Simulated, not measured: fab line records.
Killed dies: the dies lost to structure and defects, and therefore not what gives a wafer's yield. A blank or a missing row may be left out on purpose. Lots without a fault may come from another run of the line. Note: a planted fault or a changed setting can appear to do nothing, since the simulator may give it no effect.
Which tool did it? + flow gf180mcu + 42 wafers from 14 lots sampled at 3 of the route's 602 steps

WHAT THE GAUGES READ, wafer by wafer
GF_CONTACT_OVL_MEAS_15.
| lot  | measured     | on         | CONTACT_OVL (nm) |
|------|--------------|------------|------------------|
| L914 | day 16 14:06 | overlay-01 | -4 5 8           |
| L915 | day 16 16:34 | overlay-01 | 7 4 12           |
| L916 | day 17 04:37 | overlay-02 | 6 6 6            |
| L917 | day 17 15:20 | overlay-02 | -4 8 4           |
| L918 | day 17 19:40 | overlay-02 | 2 2 2            |
| L919 | day 18 00:32 | overlay-02 | 0 2 -12          |
| L920 | day 18 06:28 | overlay-02 | -4 4 -3          |
| L921 | day 19 01:52 | overlay-01 | 9 4 5            |
| L924 | day 19 20:50 | overlay-02 | -6 9 4           |
| L926 | day 20 18:41 | overlay-02 | 7 7 -6           |
| L927 | day 21 01:34 | overlay-02 | -3 3 5           |
| L928 | day 21 11:20 | overlay-02 | 12 5 10          |
| L933 | day 23 12:07 | overlay-01 | 8 -1 5           |
| L936 | day 24 13:01 | overlay-02 | -5 6 7           |

WHAT TOOL EACH LOT RAN ON (gives the tool, then ch and the chambers of the sampled wafers, and finally the start)
| lot  | GF_SALICIDE_RTA_06              | GF_CONTACT_CVD_02               |
|------|---------------------------------|---------------------------------|
| L914 | rtpAnneal-01 ch 0, day 15 15:42 | pecvd-01 ch 0,2, day 15 16:06   |
| L915 | rtpAnneal-01 ch 0, day 15 18:05 | pecvd-04 ch 1,2, day 15 18:29   |
| L916 | rtpAnneal-02 ch 0, day 16 05:32 | pecvd-01 ch 0,1, day 16 05:55   |
| L917 | rtpAnneal-02 ch 0, day 16 16:09 | pecvd-04 ch 0,1, day 16 16:33   |
| L918 | rtpAnneal-01 ch 0, day 16 20:28 | pecvd-04 ch 1,2, day 16 20:52   |
| L919 | rtpAnneal-02 ch 0, day 17 01:12 | pecvd-01 ch 0,1,2, day 17 01:34 |
| L920 | rtpAnneal-02 ch 0, day 17 07:50 | pecvd-04 ch 0,2, day 17 08:13   |
| L921 | rtpAnneal-01 ch 0, day 17 22:58 | pecvd-04 ch 0,2, day 17 23:22   |
| L924 | rtpAnneal-01 ch 0, day 18 20:13 | pecvd-03 ch 0,2, day 18 20:37   |
| L926 | rtpAnneal-01 ch 0, day 19 17:27 | pecvd-04 ch 0,1,2, day 19 17:49 |
| L927 | rtpAnneal-02 ch 0, day 20 00:31 | pecvd-03 ch 0,2, day 20 00:55   |
| L928 | rtpAnneal-01 ch 0, day 20 10:46 | pecvd-03 ch 0,1,2, day 20 11:08 |
| L933 | rtpAnneal-02 ch 0, day 22 12:23 | pecvd-01 ch 0,1,2, day 22 12:47 |
| L936 | rtpAnneal-02 ch 0, day 23 13:39 | pecvd-03 ch 0,1, day 23 14:01   |
- GF_SALICIDE_RTA_06: time 30 s.
- GF_CONTACT_CVD_02: deposits SiO2 from TEOS, target thk 860 nm, time 95.992 s.

AS READ BY THE TOOLS THEMSELVES (means over the sampled wafers that have a number; for cases with no such wafer, the mark the record gives instead)
GF_SALICIDE_RTA_06.
| lot  | tool         | annealTempCMax | lampPowerPct (%) | wafer_temp_C_max |
|------|--------------|----------------|------------------|------------------|
| L914 | rtpAnneal-01 | 533.1          | 5.56             | 533.8            |
| L915 | rtpAnneal-01 | 534.0          | 5.54             | 533.6            |
| L916 | rtpAnneal-02 | 531.6          | 5.00             | 532.4            |
| L917 | rtpAnneal-02 | 531.7          | 4.99             | 532.3            |
| L918 | rtpAnneal-01 | 533.0          | 5.54             | 533.2            |
| L919 | rtpAnneal-02 | 531.6          | 4.99             | 531.7            |
| L920 | rtpAnneal-02 | 531.8          | 4.99             | 532.6            |
| L921 | rtpAnneal-01 | 533.6          | 5.54             | 533.6            |
| L924 | rtpAnneal-01 | 532.7          | 5.55             | 533.8            |
| L926 | rtpAnneal-01 | 533.6          | 5.54             | 534.3            |
| L927 | rtpAnneal-02 | 531.5          | 4.99             | 532.1            |
| L928 | rtpAnneal-01 | 533.6          | 5.55             | 533.0            |
| L933 | rtpAnneal-02 | 531.5          | 4.99             | 531.6            |
| L936 | rtpAnneal-02 | 531.4          | 4.99             | 531.3            |

GF_CONTACT_CVD_02.
| lot  | tool     | heaterPowerOuterW (W) | heaterPowerW (W) |
|------|----------|-----------------------|------------------|
| L914 | pecvd-01 | 303                   | 531              |
| L915 | pecvd-04 | 332                   | 576              |
| L916 | pecvd-01 | 358                   | 646              |
| L917 | pecvd-04 | 402                   | 695              |
| L918 | pecvd-04 | 334                   | 587              |
| L919 | pecvd-01 | 365                   | 645              |
| L920 | pecvd-04 | 373                   | 670              |
| L921 | pecvd-04 | 398                   | 725              |
| L924 | pecvd-03 | 401                   | 608              |
| L926 | pecvd-04 | 410                   | 716              |
| L927 | pecvd-03 | 374                   | 590              |
| L928 | pecvd-03 | 382                   | 624              |
| L933 | pecvd-01 | 315                   | 574              |
| L936 | pecvd-03 | 324                   | 546              |

THE ANSWER, worked out from the rows above alone
Rule: the usual values come from the lots themselves. The widest of any qualifying gaps counts: lots, ordered by their means at a reading, are off when they make up no more than a third of the lots, leave a main group of 4 or more, and stand apart from it by 3 or more times the standard deviation of that group's means. Not used: any main group whose means are identical at the precision the tables above print for the reading. A lot without any number at a reading at which 4 lots or more have one is off too. The other lots that the step has rows for count as sound. After the gauges, taken in route order, come the tools' own readings; for these a lot's mean is taken, as printed above. The first step at which some lot is off is used, and at that step the reading that is off furthest; a lot without a number counts as furthest.
No lot is off on any of the readings shown, so nothing can be concluded from this.

WHAT WAS PUT IN BY THE SIMULATOR
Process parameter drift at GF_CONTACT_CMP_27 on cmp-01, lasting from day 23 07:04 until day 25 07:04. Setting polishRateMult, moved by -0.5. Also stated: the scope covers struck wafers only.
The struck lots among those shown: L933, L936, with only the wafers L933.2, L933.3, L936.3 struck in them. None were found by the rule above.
